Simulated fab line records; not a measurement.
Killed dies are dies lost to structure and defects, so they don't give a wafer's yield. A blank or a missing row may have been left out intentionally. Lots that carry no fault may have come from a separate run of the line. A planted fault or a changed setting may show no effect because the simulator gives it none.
fab line records	flow sky130
[record] lots = 11	wafers = 32	last-day = 50
route steps=708 shown FIELD_ISO@15 NWELL@79 PAD_OPEN@708
lots that met no fault: from a run of the same line without faults
start-h: hours from the record's opening day to when the first of the lot's shown wafers began	wait-h: time in hours since the lot's previous step	" as in the row above	L1.1+2: one row covering several wafers at once	- either no value or no given start	* or withheld: withheld	< > ~ a bound
route shown NAME@n: NAME is a module with steps in the file, n the number in the route of the first one	usual: the fault-free wafers' mean and standard deviation	same: alike in all rows	chamber/n: place in a boat	sites: the reading at each site	_std_site: the standard deviation of these	_edge_site: outer sites' mean less inner sites'	radius-mm: for every site, how far away it sits from the centre of the wafer	mask NAME#n: copy n	behind: the last tool/chamber to shape the wafer	hold: what put the lot on hold/how long, in hours/how the hold closed	device: transistor that didn't switch, given as n, p or np	end of line: the route-end tests of the same wafers	a step without rows: its recipe alone	killed: at the first sort, the dies lost to defects and structure; wafer yield is something else	map: a wafer's dies, x killed, . not, _ none there
set.NAME: the run value of the setting; set.NAME@STEP: its run value at that earlier step	model.NAME: the simulator's own value behind a step, which no gauge read
route steps across a sampled set of lots; one table per step, one row per wafer
services: from which hour (start-h, from the record's first day; less than 0 if before it) a tool's chamber was out of use, for how many hours, and why
[[steps]]
[step SKY_FIELD_ISO_ETCH_14]
[recipe] chemistry = N2/H2	target = BARC	ion-energy-ev = 200	source-w = 500	bias-w = 100	pressure-mtorr = 30	n2-flow-sccm = 100	h2-flow-sccm = 200	stop-on = SiO2	time-s = 45.9	target-depth-a = 600
[usual] drypump-motor-current-A = 5.7/0.59	oes-product-au = 0.854/0.0046	throttle-valve-pct = 13.225/0.0088
lot.wafer	tool	chamber	start-h	wait-h	drypump-motor-current-A	oes-product-au	rf-hours-counter-h	throttle-valve-pct
L513.4	rie-diel-04	0	33.91	0.0	6.8	0.851	71	13.226
L513.5	"	1	"	"	5.2	0.846	-	13.230
L513.6	"	2	"	"	5.6	0.859	-	13.228
L514.3	rie-diel-01	2	40.83	0.1	5.6	0.861	151	13.218
L514.4	"	3	"	"	5.4	0.856	149	13.227
L514.5	"	0	"	"	6.4	0.853	-	13.230
L519.4	rie-diel-04	1	66.26	0.0	5.2	0.851	106	13.213
L519.6	"	0	"	"	6.8	0.844	-	13.227
L522.1	rie-diel-04	0	80.21	0.1	6.9	0.858	72	13.224
L522.2	"	1	"	"	5.2	0.858	107	13.237
L522.4	"	3	"	"	5.0	0.852	52	13.220
L525.2	rie-diel-02	2	96.00	0.1	6.2	0.853	131	13.227
L525.3	"	1	"	"	4.8	0.855	124	13.233
L525.4	"	0	"	"	5.8	0.858	45	13.224
L528.3	rie-diel-04	1	113.26	0.1	5.2	0.856	107	13.223
L528.4	"	2	"	"	5.6	0.857	4	13.223
L528.5	"	0	"	"	6.8	0.850	-	13.221
L530.2	rie-diel-01	0	123.26	0.1	6.3	0.856	3	13.231
L530.3	"	1	"	"	5.6	0.857	111	13.243
L530.4	"	3	"	"	5.4	0.855	150	13.227
L532.1	rie-diel-02	0	133.81	0.1	5.8	0.860	46	13.226
L532.2	"	2	"	"	6.2	0.848	132	13.230
L532.4	"	3	"	"	5.9	0.852	144	13.226
L533.1	rie-diel-04	3	140.41	0.1	5.0	0.851	54	13.223
L533.4	"	1	"	"	5.2	0.857	108	13.223
L533.5	"	3	"	"	5.0	0.851	-	13.234
L534.1	rie-diel-02	3	145.26	0.1	5.9	0.848	144	13.222
L534.2	"	0	"	"	5.8	0.857	46	13.236
L534.4	"	1	"	"	4.7	0.853	125	13.242
L535.2	rie-diel-01	1	149.96	0.1	5.6	0.860	112	13.228
L535.4	"	0	"	"	6.4	0.852	3	13.224
L535.5	"	0	"	"	6.4	0.850	-	13.224
[step SKY_FIELD_ISO_ETCH_17]
[recipe] target-depth-a = 3420	mask-material = Si3N4	chemistry = HBr/Cl2/O2	target = Si	taper-deg = 5	icp-w = 600	bias-w = 150	pressure-mtorr = 15	HBr_flow_sccm = 150	Cl2_flow_sccm = 40	O2_flow_sccm = 6	time-s = 97.7
[usual] drypump-motor-current-A = 5.6/0.55	oes-product-au = 1.004/0.012	throttle-valve-pct = 25.653/0.011
lot.wafer	tool	chamber	start-h	wait-h	drypump-motor-current-A	oes-product-au	rf-hours-counter-h	throttle-valve-pct
L513.4	rie-si-01	3	34.11	0.0	5.0	1.000	54	25.657
L513.5	"	0	"	"	5.7	1.021	-	25.659
L513.6	"	1	"	"	6.7	1.008	-	25.637
L514.3	rie-si-01	0	41.03	0.0	5.7	1.013	34	25.644
L514.4	"	2	"	"	5.4	0.988	124	25.687
L514.5	"	1	"	"	6.7	1.017	-	25.651
L519.4	rie-si-01	1	66.46	0.0	6.7	1.005	0	25.658
L519.6	"	0	"	"	5.7	1.005	-	25.633
L522.1	rie-si-02	3	80.41	0.1	5.2	1.006	13	25.662
L522.2	"	0	"	"	5.0	1.011	0	25.648
L522.4	"	2	"	"	5.5	1.015	3	25.649
L525.2	rie-si-01	2	96.20	0.1	5.4	0.978	124	25.670
L525.3	"	0	"	"	5.7	1.000	35	25.642
L525.4	"	1	"	"	6.7	1.004	1	25.661
L528.3	rie-si-01	0	113.46	0.0	5.7	1.003	35	25.677
L528.4	"	1	"	"	6.7	1.001	1	25.656
L528.5	"	2	"	"	5.4	0.995	-	25.647
L530.2	rie-si-01	3	123.46	0.1	5.0	0.994	55	25.675
L530.3	"	1	"	"	6.7	0.994	1	25.647
L530.4	"	2	"	"	5.4	0.985	125	25.658
L532.1	rie-si-02	1	134.01	0.1	5.4	1.010	24	25.653
L532.2	"	2	"	"	5.5	1.024	3	25.634
L532.4	"	0	"	"	5.0	1.016	0	25.651
L533.1	rie-si-01	0	140.61	0.1	5.7	1.012	35	25.642
L533.4	"	2	"	"	5.4	0.976	125	25.654
L533.5	"	2	"	"	5.4	0.979	-	25.654
L534.1	rie-si-01	2	145.46	0.1	5.4	0.986	125	25.666
L534.2	"	0	"	"	5.7	0.999	35	25.644
L534.4	"	3	"	"	5.0	0.996	55	25.639
L535.2	rie-si-01	0	150.16	0.1	5.7	1.021	35	25.651
L535.4	"	3	"	"	5.0	1.000	55	25.646
L535.5	"	3	"	"	5.0	0.993	-	25.661
[step SKY_FIELD_ISO_CVD_24]
[recipe] material = SiO2	target-thk-nm = 595	temp-c = 650	sigma-open-frac = 0.3	time-s = 99.2	sih4-flow-sccm = 60	pressure-mtorr = 6
lot.wafer	tool	chamber	start-h	wait-h
L513.4+5+6	hdpcvd-02	1,2,0	35.74	0.1
L514.3+4+5	hdpcvd-01	2,2,0	44.60	0.0
L519.4+6	hdpcvd-02	0,2	68.07	0.1
L522.1+2+4	hdpcvd-01	0,2,2	82.86	0.1
L525.2+3+4	hdpcvd-01	1,2,2	99.21	0.0
L528.3+4+5	hdpcvd-01	2,1,0	115.79	0.0
L530.2+3+4	hdpcvd-01	2,1,0	126.82	0.0
L532.1+2+4	hdpcvd-01	0,1,1	137.06	0.1
L533.1+4+5	hdpcvd-02	2,0,2	143.74	0.1
L534.1+2+4	hdpcvd-01	1,2,2	147.05	0.1
L535.2+4+5	hdpcvd-02	1,1,0	152.87	0.0
[step SKY_FIELD_ISO_THK_MEAS_25]
[recipe] reads = SiO2_of_FIELD_ISO_CVD_24
[usual] FIELD_ISO_CVD_24_THK = 590/6
lot.wafer	tool	chamber	start-h	wait-h	FIELD_ISO_CVD_24_THK[nm]
L513.4	film-metro-01	-	35.81	0.0	586
L513.5	"	-	"	"	586
L513.6	"	-	"	"	585
L514.3	film-metro-02	-	44.69	0.1	597
L514.4	"	-	"	"	595
L514.5	"	-	"	"	591
L519.4	film-metro-03	-	68.13	0.0	584
L519.6	"	-	"	"	315
L522.1	film-metro-02	-	82.94	0.0	595
L522.2	"	-	"	"	601
L522.4	"	-	"	"	594
L525.2	film-metro-03	-	99.29	0.0	596
L525.3	"	-	"	"	587
L525.4	"	-	"	"	588
L528.3	film-metro-03	-	115.88	0.1	593
L528.4	"	-	"	"	597
L528.5	"	-	"	"	592
L530.2	film-metro-03	-	126.90	0.0	586
L530.3	"	-	"	"	585
L530.4	"	-	"	"	579
L532.1	film-metro-02	-	137.13	0.0	587
L532.2	"	-	"	"	589
L532.4	"	-	"	"	592
L533.1	film-metro-02	-	143.81	0.0	599
L533.4	"	-	"	"	590
L533.5	"	-	"	"	600
L534.1	film-metro-01	-	147.13	0.0	587
L534.2	"	-	"	"	596
L534.4	"	-	"	"	597
L535.2	film-metro-02	-	152.95	0.0	590
L535.4	"	-	"	"	588
L535.5	"	-	"	"	584
[step SKY_FIELD_ISO_CMP_27]
[recipe] stop-on = Si3N4	t-overpolish-s = 16	down-force-psi = 4	platen-rpm = 60	target-thk-nm = 457.8	pad-velocity-m-s = 0.94248
[usual] head-pressure-psi = 4.001/0.0081	motor-current-A = 12.2/1.4	time-to-endpoint-s = 114/4.2
lot.wafer	tool	chamber	start-h	wait-h	head-pressure-psi	motor-current-A	time-to-endpoint-s
L513.4	cmp-02	2	38.18	0.1	3.987	12.0	107
L513.6	"	1	"	"	3.993	11.5	114
L513.5	"	2	"	"	3.990	12.7	107
L514.3	cmp-02	0	46.91	0.1	3.996	13.4	115
L514.4	"	2	"	"	4.011	13.7	106
L514.5	"	3	"	"	4.005	15.4	113
L519.4	cmp-01	1	69.81	0.1	4.009	12.0	120
L519.6	"	2	"	"	4.001	11.0	58
L522.2	cmp-01	1	84.55	0.1	4.017	12.3	115
L522.1	"	2	"	"	3.999	11.1	112
L522.4	"	3	"	"	4.003	11.0	120
L525.2	cmp-01	2	101.90	0.0	4.000	10.5	112
L525.4	"	3	"	"	3.981	10.9	119
L525.3	"	1	"	"	3.998	11.7	112
L528.4	cmp-02	3	118.74	0.0	3.987	15.8	114
L528.3	"	1	"	"	3.993	12.2	112
L528.5	"	0	"	"	3.991	13.3	115
L530.4	cmp-01	2	128.71	0.3	4.014	11.1	115
L530.3	"	0	"	"	4.001	11.4	113
L530.2	"	1	"	"	3.990	11.5	117
L532.4	cmp-01	1	138.69	0.0	3.992	12.8	114
L532.2	"	2	"	"	4.012	10.9	107
L532.1	"	3	"	"	4.003	11.2	114
L533.4	cmp-02	3	145.37	0.0	4.003	15.4	112
L533.1	"	2	"	"	4.003	13.0	112
L533.5	"	3	"	"	4.007	15.0	121
L534.1	cmp-01	0	149.77	0.0	3.989	12.0	111
L534.4	"	1	"	"	3.996	12.8	116
L534.2	"	2	"	"	4.004	10.9	108
L535.4	cmp-02	2	154.50	0.0	3.991	12.8	109
L535.2	"	0	"	"	3.990	13.4	115
L535.5	"	3	"	"	3.994	14.9	116
[step SKY_NWELL_TW_MEAS_26]
[usual] NWELL_2_TW = 499/3.3
lot.wafer	tool	chamber	start-h	wait-h	NWELL_2_TW
L513.4	film-metro-02	-	109.39	0.1	491
L513.5	"	-	"	"	491
L513.6	"	-	"	"	493
L514.3	film-metro-01	-	118.58	0.1	499
L514.4	"	-	"	"	498
L514.5	"	-	"	"	500
L519.4	film-metro-02	-	147.01	0.1	496
L522.1	film-metro-02	-	162.51	0.1	497
L522.2	"	-	"	"	495
L522.4	"	-	"	"	496
L525.2	film-metro-02	-	184.07	0.1	502
L525.3	"	-	"	"	499
L525.4	"	-	"	"	498
L528.3	film-metro-02	-	201.23	0.1	497
L528.4	"	-	"	"	497
L528.5	"	-	"	"	500
L530.2	film-metro-04	-	214.77	0.1	502
L530.3	"	-	"	"	504
L530.4	"	-	"	"	502
L532.1	film-metro-04	-	224.08	0.1	499
L532.2	"	-	"	"	498
L532.4	"	-	"	"	500
L533.1	film-metro-04	-	233.66	0.1	500
L533.4	"	-	"	"	504
L533.5	"	-	"	"	502
L534.1	film-metro-04	-	240.03	0.1	498
L534.2	"	-	"	"	501
L534.4	"	-	"	"	501
L535.2	film-metro-01	-	245.02	0.1	504
L535.4	"	-	"	"	500
L535.5	"	-	"	"	500
[step SKY_PAD_OPEN_PROBE_99]
[usual] killed_at_M0_to_M3 = 43/6.5	killed_at_M4_up = 3.2/1.8	killed-at-contacts = 26/5.2	killed-at-front-end = 16/4.8	killed-at-other = 0.3/0.6	killed-dies = 89/9.6	killed-on-rim = 17/3.7	killed-open = 48/7.1	killed-short = 40/6.4
[same] gross-dies = 492	killed-at-back-side = 0
lot.wafer	tool	chamber	start-h	wait-h	killed_at_M0_to_M3	killed_at_M4_up	killed-at-contacts	killed-at-front-end	killed-at-other	killed-dies	killed-on-rim	killed-open	killed-short
L513.4	prober-02	-	1089.39	0.2	44	3	19	14	0	80	21	44	36
L513.5	prober-02	-	1089.44	0.2	47	2	21	11	0	81	14	39	42
L513.6	prober-02	-	1089.49	0.2	47	2	25	16	0	90	23	54	36
L514.3	prober-02	-	1093.38	0.2	40	2	28	14	1	85	11	36	48
L514.4	prober-02	-	1093.43	0.2	40	1	34	20	0	95	14	54	41
L514.5	prober-02	-	1093.48	0.2	46	3	33	12	2	96	20	51	44
L519.4	prober-02	-	1117.64	0.2	41	4	21	20	1	87	18	43	43
L519.6	prober-02	-	1117.74	0.2	52	2	22	416	0	492	96	49	47
L522.1	prober-01	-	1134.44	0.1	45	0	22	13	1	81	14	47	34
L522.2	prober-01	-	1134.49	0.1	33	0	33	17	1	84	25	50	34
L522.4	prober-01	-	1134.59	0.2	49	3	24	12	0	88	18	52	36
L525.2	prober-02	-	1151.79	0.1	56	4	27	22	0	109	22	65	43
L525.3	prober-02	-	1151.84	0.2	47	0	21	20	0	88	16	44	44
L525.4	prober-02	-	1151.89	0.2	43	3	28	34	0	108	17	56	50
L528.3	prober-01	-	1170.37	0.2	44	5	23	16	0	88	17	51	35
L528.4	prober-01	-	1170.42	0.2	49	1	27	14	1	92	18	54	35
L528.5	prober-01	-	1170.47	0.2	37	5	24	13	0	79	17	47	31
L530.2	prober-01	-	1174.80	0.1	44	4	21	16	3	88	20	48	37
L530.3	prober-01	-	1174.85	0.2	39	4	28	21	1	93	17	52	41
L530.4	prober-01	-	1174.90	0.2	48	3	25	16	0	92	19	53	39
L532.1	prober-01	-	1182.96	0.1	52	3	22	12	1	90	14	51	39
L532.2	prober-01	-	1183.01	0.1	55	1	32	17	0	105	18	53	52
L532.4	prober-01	-	1183.11	0.2	52	3	24	15	0	94	18	57	37
L533.1	prober-02	-	1190.20	0.1	39	4	22	8	0	73	14	39	34
L533.4	prober-02	-	1190.35	0.2	31	4	24	11	0	70	12	39	31
L533.5	prober-02	-	1190.40	0.2	33	6	21	11	0	71	11	36	35
L534.1	prober-01	-	1192.10	0.1	48	4	22	21	0	95	18	52	43
L534.2	prober-01	-	1192.15	0.1	60	3	21	15	1	100	15	62	37
L534.4	prober-01	-	1192.25	0.2	42	3	31	22	1	99	15	60	38
L535.2	prober-02	-	1199.08	0.1	43	5	36	13	0	97	18	52	45
L535.4	prober-02	-	1199.18	0.2	39	2	25	16	0	82	8	40	42
L535.5	prober-02	-	1199.23	0.2	52	2	31	11	0	96	21	46	50
// killed by level:class
L513.4 CONTACT:geometric-particle:open=9 VIA1:geometric-particle:open=9 METAL1:geometric-particle:short=7 VIA2:geometric-particle:open=6 VIA3:geometric-particle:open=6 CONTACT:geometric-particle:short=5 VIA3:geometric-particle:short=4 VIA1:geometric-particle:short=4
L513.5 CONTACT:geometric-particle:open=9 FIELD_ISO:geometric-particle:short=7 VIA2:geometric-particle:open=7 VIA1:geometric-particle:open=6 VIA1:geometric-particle:short=6 VIA3:geometric-particle:short=6 VIA3:geometric-particle:open=6 LI_CONTACT:geometric-particle:open=5
L513.6 VIA1:geometric-particle:open=12 CONTACT:geometric-particle:open=11 LI_CONTACT:geometric-particle:open=8 VIA2:geometric-particle:open=8 VIA3:geometric-particle:open=7 POLY_GATE:geometric-particle:short=5 CONTACT:geometric-particle:short=5 FIELD_ISO:geometric-particle:short=4
L514.3 VIA1:geometric-particle:open=10 LI_CONTACT:geometric-particle:short=8 LI_CONTACT:geometric-particle:open=6 LOCAL_INTERCONNECT:geometric-particle:short=6 CONTACT:geometric-particle:open=5 VIA2:geometric-particle:open=5 FIELD_ISO:geometric-particle:short=4 METAL1:geometric-particle:short=4
L514.4 CONTACT:geometric-particle:open=13 VIA1:geometric-particle:open=10 LI_CONTACT:geometric-particle:open=9 LOCAL_INTERCONNECT:geometric-particle:short=7 METAL2:geometric-particle:short=7 FIELD_ISO:geometric-particle:open=6 VIA2:geometric-particle:open=6 POLY_GATE:geometric-particle:short=5
L514.5 VIA3:geometric-particle:open=12 CONTACT:geometric-particle:open=11 VIA1:geometric-particle:open=11 CONTACT:geometric-particle:short=10 VIA1:geometric-particle:short=6 LOCAL_INTERCONNECT:geometric-particle:short=5 POLY_GATE:geometric-particle:short=4 LI_CONTACT:geometric-particle:open=4
L519.4 CONTACT:geometric-particle:open=9 METAL1:geometric-particle:short=8 LI_CONTACT:geometric-particle:open=7 VIA1:geometric-particle:short=6 VIA1:geometric-particle:open=6 VIA3:geometric-particle:open=6 FIELD_ISO:geometric-particle:short=5 VIA3:geometric-particle:short=5
L519.6 FIELD_ISO:area-cvd=396 VIA1:geometric-particle:open=14 VIA3:geometric-particle:open=8 CONTACT:geometric-particle:open=8 FIELD_ISO:geometric-particle:short=6 METAL3:geometric-particle:short=5 FIELD_ISO:geometric-particle:open=4 POLY_GATE:geometric-particle:short=4
L522.1 VIA1:geometric-particle:open=10 CONTACT:geometric-particle:open=9 VIA2:geometric-particle:open=8 VIA3:geometric-particle:open=7 METAL1:geometric-particle:short=6 LI_CONTACT:geometric-particle:short=4 LI_CONTACT:geometric-particle:open=4 LOCAL_INTERCONNECT:geometric-particle:short=4
L522.2 CONTACT:geometric-particle:open=9 LI_CONTACT:geometric-particle:open=8 LI_CONTACT:geometric-particle:short=8 VIA1:geometric-particle:open=8 VIA2:geometric-particle:open=8 CONTACT:geometric-particle:short=7 VIA3:geometric-particle:open=5 FIELD_ISO:geometric-particle:open=4
L522.4 VIA1:geometric-particle:open=10 VIA3:geometric-particle:open=10 LI_CONTACT:geometric-particle:open=9 VIA2:geometric-particle:open=8 LOCAL_INTERCONNECT:geometric-particle:short=7 CONTACT:geometric-particle:open=5 VIA1:geometric-particle:short=5 METAL1:geometric-particle:short=5
L525.2 VIA1:geometric-particle:open=15 LI_CONTACT:geometric-particle:open=10 VIA2:geometric-particle:open=9 FIELD_ISO:geometric-particle:open=8 CONTACT:geometric-particle:open=7 VIA3:geometric-particle:open=7 CONTACT:geometric-particle:short=6 METAL1:geometric-particle:short=6
L525.3 VIA1:geometric-particle:open=10 METAL2:geometric-particle:short=8 FIELD_ISO:geometric-particle:short=7 CONTACT:geometric-particle:open=7 VIA2:geometric-particle:open=6 VIA3:geometric-particle:short=6 LI_CONTACT:geometric-particle:open=5 FIELD_ISO:geometric-particle:open=4
L525.4 CONTACT:geometric-particle:open=10 FIELD_ISO:geometric-particle:short=8 VIA2:geometric-particle:open=8 FIELD_ISO:geometric-particle:open=7 POLY_GATE:geometric-particle:open=7 CONTACT:geometric-particle:short=7 VIA1:geometric-particle:open=7 POLY_GATE:geometric-particle:short=6
L528.3 VIA1:geometric-particle:open=17 CONTACT:geometric-particle:open=9 VIA2:geometric-particle:open=7 POLY_GATE:geometric-particle:short=6 CONTACT:geometric-particle:short=5 METAL1:geometric-particle:open=5 METAL4:geometric-particle:short=5 LOCAL_INTERCONNECT:geometric-particle:short=4
L528.4 VIA1:geometric-particle:open=16 CONTACT:geometric-particle:open=12 VIA2:geometric-particle:open=6 VIA3:geometric-particle:open=5 CONTACT:geometric-particle:short=5 VIA1:geometric-particle:short=5 METAL2:geometric-particle:short=5 POLY_GATE:geometric-particle:short=4
L528.5 VIA1:geometric-particle:open=14 CONTACT:geometric-particle:open=7 LI_CONTACT:geometric-particle:open=7 VIA3:geometric-particle:open=6 CONTACT:geometric-particle:short=5 VIA2:geometric-particle:open=5 METAL4:geometric-particle:short=5 VIA1:geometric-particle:short=4
L530.2 VIA1:geometric-particle:open=12 POLY_GATE:geometric-particle:short=7 METAL1:geometric-particle:short=7 VIA2:geometric-particle:open=7 VIA3:geometric-particle:open=7 CONTACT:geometric-particle:open=6 LOCAL_INTERCONNECT:geometric-particle:short=5 POLY_GATE:geometric-particle:open=4
L530.3 VIA1:geometric-particle:open=13 POLY_GATE:geometric-particle:short=9 CONTACT:geometric-particle:open=9 CONTACT:geometric-particle:short=7 LI_CONTACT:geometric-particle:open=6 POLY_GATE:geometric-particle:open=5 METAL1:geometric-particle:short=4 VIA1:geometric-particle:short=4
L530.4 VIA1:geometric-particle:open=14 CONTACT:geometric-particle:open=12 METAL2:geometric-particle:short=8 VIA3:geometric-particle:open=6 FIELD_ISO:geometric-particle:short=5 POLY_GATE:geometric-particle:short=5 VIA2:geometric-particle:open=5 CONTACT:geometric-particle:short=4
L532.1 VIA1:geometric-particle:open=14 LI_CONTACT:geometric-particle:open=9 VIA2:geometric-particle:open=8 METAL1:geometric-particle:short=8 CONTACT:geometric-particle:open=7 VIA3:geometric-particle:open=7 FIELD_ISO:geometric-particle:short=6 LOCAL_INTERCONNECT:geometric-particle:short=5
L532.2 CONTACT:geometric-particle:open=14 VIA3:geometric-particle:open=12 METAL1:geometric-particle:short=10 LI_CONTACT:geometric-particle:open=7 METAL3:geometric-particle:short=6 FIELD_ISO:geometric-particle:short=5 VIA1:geometric-particle:open=5 LOCAL_INTERCONNECT:geometric-particle:short=5
L532.4 VIA3:geometric-particle:open=13 VIA1:geometric-particle:open=12 CONTACT:geometric-particle:open=8 VIA2:geometric-particle:open=7 LI_CONTACT:geometric-particle:open=6 LOCAL_INTERCONNECT:geometric-particle:short=6 METAL1:geometric-particle:short=6 FIELD_ISO:geometric-particle:open=5
L533.1 VIA1:geometric-particle:open=10 LI_CONTACT:geometric-particle:open=7 CONTACT:geometric-particle:open=7 METAL3:geometric-particle:short=6 VIA1:geometric-particle:short=5 VIA2:geometric-particle:short=4 FIELD_ISO:geometric-particle:short=3 CONTACT:geometric-particle:short=3
L533.4 VIA1:geometric-particle:open=7 LI_CONTACT:geometric-particle:open=7 CONTACT:geometric-particle:open=6 METAL2:geometric-particle:short=6 VIA3:geometric-particle:open=5 POLY_GATE:geometric-particle:open=4 LOCAL_INTERCONNECT:geometric-particle:short=4 CONTACT:geometric-particle:short=4
L533.5 VIA1:geometric-particle:open=8 CONTACT:geometric-particle:open=7 METAL2:geometric-particle:short=6 LI_CONTACT:geometric-particle:open=6 VIA1:geometric-particle:short=5 METAL4:geometric-particle:short=5 POLY_GATE:geometric-particle:short=4 LOCAL_INTERCONNECT:geometric-particle:short=4
L534.1 VIA1:geometric-particle:open=11 CONTACT:geometric-particle:open=9 POLY_GATE:geometric-particle:open=7 VIA3:geometric-particle:open=7 POLY_GATE:geometric-particle:short=5 LI_CONTACT:geometric-particle:open=5 VIA3:geometric-particle:short=5 VIA1:geometric-particle:short=5
L534.2 VIA1:geometric-particle:open=16 CONTACT:geometric-particle:open=10 METAL2:geometric-particle:short=10 VIA3:geometric-particle:open=10 VIA2:geometric-particle:open=8 METAL1:geometric-particle:short=6 VIA1:geometric-particle:short=6 POLY_GATE:geometric-particle:open=4
L534.4 CONTACT:geometric-particle:open=13 VIA1:geometric-particle:open=12 VIA2:geometric-particle:open=7 LI_CONTACT:geometric-particle:open=7 POLY_GATE:geometric-particle:short=6 METAL1:geometric-particle:short=6 FIELD_ISO:geometric-particle:open=5 FIELD_ISO:geometric-particle:short=5
L535.2 VIA1:geometric-particle:open=11 CONTACT:geometric-particle:open=10 LI_CONTACT:geometric-particle:open=7 CONTACT:geometric-particle:short=7 LI_CONTACT:geometric-particle:short=6 METAL2:geometric-particle:short=6 VIA2:geometric-particle:open=6 POLY_GATE:geometric-particle:open=5
L535.4 VIA1:geometric-particle:open=8 LI_CONTACT:geometric-particle:open=8 CONTACT:geometric-particle:short=7 POLY_GATE:geometric-particle:short=6 CONTACT:geometric-particle:open=6 METAL2:geometric-particle:short=5 VIA3:geometric-particle:open=5 METAL1:geometric-particle:short=4
L535.5 CONTACT:geometric-particle:open=11 VIA1:geometric-particle:open=10 LOCAL_INTERCONNECT:geometric-particle:short=8 METAL1:geometric-particle:short=8 VIA3:geometric-particle:open=7 METAL2:geometric-particle:short=6 LI_CONTACT:geometric-particle:open=5 VIA2:geometric-particle:open=5
[[services]]
tool	chamber	start-h	hours	kind
rie-si-01	1	10.06	-	clean
rie-si-01	1	10.06	20.0	scheduled-down
rie-si-01	1	10.06	20.0	vent-cycle
cmp-02	-	11.95	1.0	repair
rie-diel-02	2	12.92	1.4	repair
hdpcvd-02	-	27.80	1.0	repair
cmp-02	-	33.78	2.4	pm
rie-diel-01	3	45.23	10.1	repair
rie-diel-02	3	49.32	1.3	repair
cmp-02	-	55.52	4.4	repair
rie-diel-01	0	57.41	9.9	repair
cmp-01	-	64.00	4.0	pm
hdpcvd-01	-	66.75	15.0	pm
hdpcvd-01	0	66.75	15.0	vent-cycle
hdpcvd-01	1	66.75	15.0	vent-cycle
hdpcvd-01	2	66.75	15.0	vent-cycle
cmp-01	-	68.00	-	consumable-replace:conditioner
cmp-01	-	80.42	1.8	repair
hdpcvd-01	0	81.75	-	clean
hdpcvd-01	1	81.75	-	clean
hdpcvd-01	2	81.75	-	clean
rie-diel-01	0	102.06	3.9	repair
cmp-02	-	106.73	1.3	repair
cmp-02	-	122.17	7.2	pm
[[key]]
[first-sign] step = SKY_FIELD_ISO_THK_MEAS_25	reading = FIELD_ISO_CVD_24_THK	direction = down	sigmas = 46	usual = 590	struck = 315
[effect] step = SKY_FIELD_ISO_CMP_27	reading = time-to-endpoint-s	direction = down	sigmas = 13	usual = *	struck = *
[effect] step = SKY_PAD_OPEN_PROBE_99	reading = killed-at-front-end	direction = up	sigmas = 83	usual = 16	struck = 416
[more-kills-born-at] SKY_FIELD_ISO_CVD_24@hdpcvd-02 = 396
met-at SKY_FIELD_ISO_CVD_24
struck-lots L519
struck-wafers L519.6
later-rows-left-out L519.6
tester-left-out L519
not-acting-at SKY_FIELD_ISO_ETCH_14,SKY_FIELD_ISO_ETCH_17,SKY_NWELL_TW_MEAS_26
onset-between 35.74 68.07
[fault] kind = process-parameter-drift	tool = hdpcvd-02	chamber = -	onset-h = 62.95	steps = SKY_FIELD_ISO_CVD_24	channel = target-thk-nm	offset = -276.33	shape = step	end-h = 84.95	scope = struck-wafers-only	acts-in = these-recipes-only	stated = 595
// tester-left-out: of these lots the tester's yield and bins aren't shown, on N5 and GAA mostly nor the transistor test; their killed dies are dies lost to structure and defects alone, not to doping, threshold or leakage, so they don't give the yield
// later-rows-left-out: the simulator's readings of these wafers behind a module that went badly wrong aren't trusted and aren't shown, but for the sort
